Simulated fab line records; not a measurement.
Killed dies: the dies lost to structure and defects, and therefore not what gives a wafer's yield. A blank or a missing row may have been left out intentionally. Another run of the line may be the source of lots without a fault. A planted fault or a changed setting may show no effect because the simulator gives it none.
A struck lot beside a sound one	flow sky130	24 steps out of a route of 708
Sound: wafers L734.3, L734.4, L734.6. Wafers L746.2, L746.3, L746.4 were the ones struck. The cause is named last.
For every step that has rows: the tool of each side, followed by ch and its chambers, followed by its first start. Under that, the readings that differ: sound wafers	struck wafers	difference of the means	sigmas: that difference in standard deviations of wafers without a fault.
alike: readings whose means differ by less than 2 such deviations, and words and numbers that are the same on both sides. not compared: withheld readings, readings that some wafer has no value for, bounds like >300 that may hide the same value, and numbers for which the record gives no deviation and whose values overlap.
Wherever a step has rows on one side only, a row that says differs or no value, or a row with sigmas, the two part there. Numbers that have no deviation but don't overlap get no sigmas and don't part them. A reading missing from all wafers of one side parts the sides only when that side holds two or more wafers.

first, 4 steps without rows for these wafers: SKY_CAP2M_SOFTBAKE_08 (time 60 s); SKY_CAP2M_EXPOSE_09 (exposes mask CAP2M, target cd 1000 nm); SKY_CAP2M_PEB_10; SKY_CAP2M_DEVELOP_11 (develop time 60 s).
SKY_CAP2M_OVL_MEAS_12:
  struck on overlay-01, day 45 00:25; sound on overlay-02, day 41 08:39
  alike: CAP2M_OVL
SKY_CAP2M_METAL_ETCH_13: etches TiN in Cl2/BCl3, stops on SiO2, target depth 220 nm, time 62.9 s.
  sound on rie-metal-04 ch 0,1, day 41 08:42; struck on rie-metal-01 ch 0,1, day 45 00:27
  alike: drypump-motor-current-A, oes-product-au, throttle-valve-pct
  not compared: rf-hours-counter-h
SKY_CAP2M_STRIP_14: strips in O2/N2.
  sound on plasma-asher-02 ch 0,1, day 41 08:47; struck on plasma-asher-02 ch 0,1, day 45 00:32
  alike: drypump-motor-current-A, o2-flow-sccm, oes-product-au, strip-time-to-endpoint-s
  not compared: rf-hours-counter-h
then, 5 steps without rows for these wafers: SKY_CAP2M_STRIP_15 (strips in post etch residue remover, time 1200 s); SKY_CAP2M_CLEAN_16 (cleans in IPA, time 180 s); SKY_CAP2M_CLEAN_17 (cleans in O3/DIW); SKY_METAL4_DEHYDRATE_05 (time 60 s); SKY_METAL4_HMDS_06 (prime time 60 s).
SKY_METAL4_COAT_07: resist thk 60 nm.
  sound on litho-track-01 ch 0, day 41 19:56; struck on litho-track-03 ch 0, day 45 11:12
reading	sound	struck	difference	sigmas
dispense-pressure-kPa (kPa)	51 51 51	42 42 42	-9	-2
spin-speed-rpm (rpm)	3002.4 3002.0 3002.2	2606.8 2605.2 2608.0	-395.5	-99 or more
then, 5 steps without rows for these wafers: SKY_METAL4_COAT_08 (resist thk 1140 nm); SKY_METAL4_SOFTBAKE_09 (time 90 s); SKY_METAL4_EXPOSE_10 (exposes mask MM4, target cd 300 nm); SKY_METAL4_PEB_11; SKY_METAL4_DEVELOP_12 (develop time 60 s).
SKY_METAL4_CD_MEAS_13: the cd target is 300 nm.
  struck on cd-sem-02, day 45 21:32; sound on cd-sem-02, day 42 08:22
  alike: cd-nm
SKY_METAL4_OVL_MEAS_14:
  struck on overlay-02, day 45 21:38; sound on overlay-02, day 42 08:28
  alike: METAL4_OVL
SKY_METAL4_DESCUM_15: chemistry O2, time 8 s.
  sound on rie-metal-03 ch 0,1, day 42 08:30; struck on rie-metal-01 ch 0,1, day 45 21:40
  alike: drypump-motor-current-A, oes-product-au
  not compared: rf-hours-counter-h
SKY_METAL4_ETCH_16: etches BARC in N2/H2, stops on SiO2, time 88.2 s, target depth 60 nm.
  sound on rie-metal-03 ch 0,1, day 42 08:33; struck on rie-metal-01 ch 0,1, day 45 21:42
reading	sound	struck	difference	sigmas
oes-product-au (a.u.)	0.623 0.637 0.622	0.646 0.654 0.642	+0.020	+4
model.etch.depth-nm (nm)	60.09 59.95 59.73	64.77 64.79 64.56	+4.78	
  alike: drypump-motor-current-A, throttle-valve-pct
  not compared: rf-hours-counter-h
SKY_METAL4_ETCH_17: etches SiO2 in C4F8/O2/Ar, stops on TiN, time 3.9 s, target depth 15 nm.
  sound on rie-diel-04 ch 0,1, day 42 08:37; struck on rie-diel-03 ch 0,3, day 45 21:48
  alike: oes-product-au
-- the record jumps here: 3 days lie between the struck wafers' starts before and after (it left off in module METAL4 and takes up again in module PAD_OPEN, whose first step shown is number 708 of the route) --
SKY_PAD_OPEN_PROBE_99:
  only the struck wafers here have rows in the record (prober-01, day 49 09:45); the sound ones have none

## WHERE THEY PART
At SKY_METAL4_COAT_07 first; at SKY_PAD_OPEN_PROBE_99 last (within this record only).

WHY: whatever the simulator had introduced
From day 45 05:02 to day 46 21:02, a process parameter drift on litho-track-03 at SKY_METAL4_COAT_07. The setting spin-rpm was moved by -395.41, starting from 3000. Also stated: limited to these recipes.
